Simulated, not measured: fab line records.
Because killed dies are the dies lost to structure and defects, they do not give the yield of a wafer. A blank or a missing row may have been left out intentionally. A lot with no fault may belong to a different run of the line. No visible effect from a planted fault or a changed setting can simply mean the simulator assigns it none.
Split-lot trial :: flow sky130 :: on a route of 708 steps: 5 lots, 23 wafers read

## THE SPLIT
At SKY_SD_P_IMPLANT_09, the setting energyKev was moved away from the recipe's 20 on 4 of the 23 wafers read, by +1.8% to +2.2%. All remaining wafers had this setting at the recipe value.

The reading is taken at the split's own step.

## THE READING
In nm, at SKY_SD_P_IMPLANT_09: implant.drpNm, which is the simulator's own figure and was read by no gauge. The file does not state a usual value for it.

wafer: L075.1
tool, chamber at the split: implanter-03, 0
energyKev as run: 20
against the recipe: recipe
implant.drpNm, nm: 9.746
against lot-mates on the recipe: -

wafer: L075.4
tool, chamber at the split: implanter-03, 0
energyKev as run: 20
against the recipe: recipe
implant.drpNm, nm: 9.746
against lot-mates on the recipe: -

wafer: L075.6
tool, chamber at the split: implanter-03, 0
energyKev as run: 20
against the recipe: recipe
implant.drpNm, nm: 9.746
against lot-mates on the recipe: -

wafer: L075.2
tool, chamber at the split: implanter-03, 0
energyKev as run: 20.45
against the recipe: +2.2%
implant.drpNm, nm: 9.899
against lot-mates on the recipe: +0.153

wafer: L075.3
tool, chamber at the split: implanter-03, 0
energyKev as run: 20.45
against the recipe: +2.2%
implant.drpNm, nm: 9.899
against lot-mates on the recipe: +0.153

wafer: L078.1
tool, chamber at the split: implanter-03, 0
energyKev as run: 20
against the recipe: recipe
implant.drpNm, nm: 9.746
against lot-mates on the recipe: -

wafer: L078.3
tool, chamber at the split: implanter-03, 0
energyKev as run: 20
against the recipe: recipe
implant.drpNm, nm: 9.746
against lot-mates on the recipe: -

wafer: L078.6
tool, chamber at the split: implanter-03, 0
energyKev as run: 20
against the recipe: recipe
implant.drpNm, nm: 9.746
against lot-mates on the recipe: -

wafer: L078.4
tool, chamber at the split: implanter-03, 0
energyKev as run: 20.36
against the recipe: +1.8%
implant.drpNm, nm: 9.869
against lot-mates on the recipe: +0.123

wafer: L078.5
tool, chamber at the split: implanter-03, 0
energyKev as run: 20.36
against the recipe: +1.8%
implant.drpNm, nm: 9.869
against lot-mates on the recipe: +0.123

wafer: L079.1
tool, chamber at the split: implanter-03, 0
energyKev as run: 20
against the recipe: recipe
implant.drpNm, nm: 9.746
against lot-mates on the recipe: -

wafer: L079.2
tool, chamber at the split: implanter-03, 0
energyKev as run: 20
against the recipe: recipe
implant.drpNm, nm: 9.746
against lot-mates on the recipe: -

wafer: L079.3
tool, chamber at the split: implanter-03, 0
energyKev as run: 20
against the recipe: recipe
implant.drpNm, nm: 9.746
against lot-mates on the recipe: -

wafer: L079.4
tool, chamber at the split: implanter-03, 0
energyKev as run: 20
against the recipe: recipe
implant.drpNm, nm: 9.746
against lot-mates on the recipe: -

wafer: L079.5
tool, chamber at the split: implanter-03, 0
energyKev as run: 20
against the recipe: recipe
implant.drpNm, nm: 9.746
against lot-mates on the recipe: -

wafer: L080.1
tool, chamber at the split: implanter-03, 0
energyKev as run: 20
against the recipe: recipe
implant.drpNm, nm: 9.746
against lot-mates on the recipe: -

wafer: L080.4
tool, chamber at the split: implanter-03, 0
energyKev as run: 20
against the recipe: recipe
implant.drpNm, nm: 9.746
against lot-mates on the recipe: -

wafer: L080.5
tool, chamber at the split: implanter-03, 0
energyKev as run: 20
against the recipe: recipe
implant.drpNm, nm: 9.746
against lot-mates on the recipe: -

wafer: L081.1
tool, chamber at the split: implanter-02, 0
energyKev as run: 20
against the recipe: recipe
implant.drpNm, nm: 9.746
against lot-mates on the recipe: -

wafer: L081.2
tool, chamber at the split: implanter-02, 0
energyKev as run: 20
against the recipe: recipe
implant.drpNm, nm: 9.746
against lot-mates on the recipe: -

wafer: L081.4
tool, chamber at the split: implanter-02, 0
energyKev as run: 20
against the recipe: recipe
implant.drpNm, nm: 9.746
against lot-mates on the recipe: -

wafer: L081.5
tool, chamber at the split: implanter-02, 0
energyKev as run: 20
against the recipe: recipe
implant.drpNm, nm: 9.746
against lot-mates on the recipe: -

wafer: L081.6
tool, chamber at the split: implanter-02, 0
energyKev as run: 20
against the recipe: recipe
implant.drpNm, nm: 9.746
against lot-mates on the recipe: -

FIT RESULTS
A straight line over all 23 wafers: implant.drpNm changes by +0.0681 nm for each +1% of energyKev; r = +1.00; the points scatter about the line by 0.00014 nm.
The same after taking each lot's own level away (the mean of its wafers on the recipe; 23 wafers): +0.0681 nm for each +1%; r = +1.00; scatter 0.00014 nm.
The reading moves by 0.15 nm for the largest change in energyKev, on that fit.
The lots' own levels span 9.7460 to 9.7460 nm.
The two slopes agree, so the slope changes little with the lot-to-lot level.
Check: +0.153 nm against its lot-mates is what the line predicts for one of the wafers moved furthest among these (+2.2%) when that wafer is left out of the fit. Against them it came out at +0.153 nm.

## FURTHER SPLITS ON THESE WAFERS
Other splits were also applied to these wafers ahead of the reading. Each is held against what the fit with the lots' levels taken away leaves over:
other split on the same wafers: SKY_GATE_OXIDE_IMPLANT_11 doseCm2
wafers away from the commonest value: 9
r with implant.drpNm (lot level and that fit taken away): -0.41

other split on the same wafers: SKY_RES_PROTECT_COAT_02 resistThkNm
wafers away from the commonest value: 9
r with implant.drpNm (lot level and that fit taken away): +0.36

other split on the same wafers: SKY_POLY_GATE_COAT_08 resistThkNm
wafers away from the commonest value: 6
r with implant.drpNm (lot level and that fit taken away): +0.24

other split on the same wafers: SKY_POLY_GATE_ETCH_17 timeS
wafers away from the commonest value: 6
r with implant.drpNm (lot level and that fit taken away): +0.24

other split on the same wafers: SKY_LDD_N_COAT_02 spinRpm
wafers away from the commonest value: 6
r with implant.drpNm (lot level and that fit taken away): -0.45

other split on the same wafers: SKY_LDD_N_IMPLANT_10 energyKev
wafers away from the commonest value: 10
r with implant.drpNm (lot level and that fit taken away): -0.20

other split on the same wafers: SKY_LDD_P_EXPOSE_04 doseMj
wafers away from the commonest value: 8
r with implant.drpNm (lot level and that fit taken away): +0.19

other split on the same wafers: SKY_LDD_HVN_SOFTBAKE_03 tempC
wafers away from the commonest value: 11
r with implant.drpNm (lot level and that fit taken away): -0.03

other split on the same wafers: SKY_LDD_HVN_IMPLANT_08 doseCm2
wafers away from the commonest value: 7
r with implant.drpNm (lot level and that fit taken away): +0.07

## FILE'S OWN FIT
implant.drpNm changes by +0.0682 nm for each +1% of energyKev, r = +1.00.
